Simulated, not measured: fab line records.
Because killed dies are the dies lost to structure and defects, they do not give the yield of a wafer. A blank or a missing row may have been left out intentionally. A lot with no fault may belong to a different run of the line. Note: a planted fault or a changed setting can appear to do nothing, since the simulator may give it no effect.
2 desks looking at one fault / flow gf180mcu / numbers are kept per desk, each desk with only its own; the story behind them comes last

AT THE TOOL OWNER'S DESK: cmp-02
The tool's own readings at GF_V3_CMP_26 (polishes, stops on SiO2, t overpolish 15 s, target thk 0 nm): means of the sampled wafers that have a number, for each lot that ran on this tool. The brackets show how far a lot's mean lies from the usual mean; more than 4 standard deviations puts the lot out of limits, marked OUT.
Columns: A = motor_current_A at GF_V3_CMP_26, usual 10.7 A; B = overpolish_run_s at GF_V3_CMP_26, usual 15.000 s; C = time_to_endpoint_s at GF_V3_CMP_26, usual 87 s
lot=L115; first seen here=day 25 21:54; A=11.3; B=12.351 (-99 or more) OUT; C=86
lot=L116; first seen here=day 26 01:35; A=10.3; B=12.340 (-99 or more) OUT; C=82
lot=L118; first seen here=day 26 19:06; A=10.7; B=14.992; C=91
lot=L125; first seen here=day 29 14:25; A=9.6; B=15.006; C=94
lot=L129; first seen here=day 29 15:37; A=11.8; B=14.995; C=87
lot=L130; first seen here=day 30 09:27; A=10.2; B=14.993; C=87
This desk finds L115, L116 out of limits, L115 being first, at day 25 21:54 (overpolish_run_s at GF_V3_CMP_26). Within limits: L118, L125, L129, L130.

FROM THE METROLOGY DESK
What the gauges read, lot by lot, whatever tool the lot ran on: means of the sampled wafers that have a number. The brackets show how far a lot's mean lies from the usual mean; more than 4 standard deviations puts the lot out of limits, marked OUT.
Columns: A = cd_nm at GF_M4_CD_MEAS_14, usual 279.8 nm; B = V4_BOW at GF_V4_BOW_MEAS_05, usual 133 um
lot=L107; first seen here=day 23 08:19; A=278.6; B=134
lot=L109; first seen here=day 24 21:04; A=278.5; B=133
lot=L111; first seen here=day 25 03:05; A=278.4; B=129
lot=L115; first seen here=day 26 19:26; A=282.1; B=137
lot=L116; first seen here=day 26 22:41; A=280.2; B=131
lot=L118; first seen here=day 27 16:38; A=279.5; B=130
lot=L122; first seen here=day 28 19:20; A=280.2; B=138
lot=L127; first seen here=day 30 08:53; A=279.9; B=139
lot=L128; first seen here=day 30 09:29; A=278.9; B=136
lot=L126; first seen here=day 30 10:11; A=280.9; B=133
lot=L129; first seen here=day 30 11:17; A=280.3; B=127
lot=L125; first seen here=day 30 12:32; A=280.5; B=144
lot=L130; first seen here=day 31 04:06; A=280.2; B=129
Finding of this desk: none of the 13 lots has anything out of limits.

TAKEN TOGETHER
On L115, L116, at day 25 21:54, an alarm was possible from the tool owner's desk.
At the metrology desk, nothing out of limits was observed.
The metrology desk has L115, L116 on record, within its limits.
Every lot named ran GF_V3_CMP_26 on cmp-02.

WHAT THE SIMULATOR HAD PUT IN
cmp-02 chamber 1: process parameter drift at GF_V3_CMP_26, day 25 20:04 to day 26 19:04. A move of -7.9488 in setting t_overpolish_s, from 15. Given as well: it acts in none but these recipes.
Struck lots among those shown: L115, L116.
Delay in hours, fault start to first out-of-limits reading, by desk: the tool owner's desk at 2.
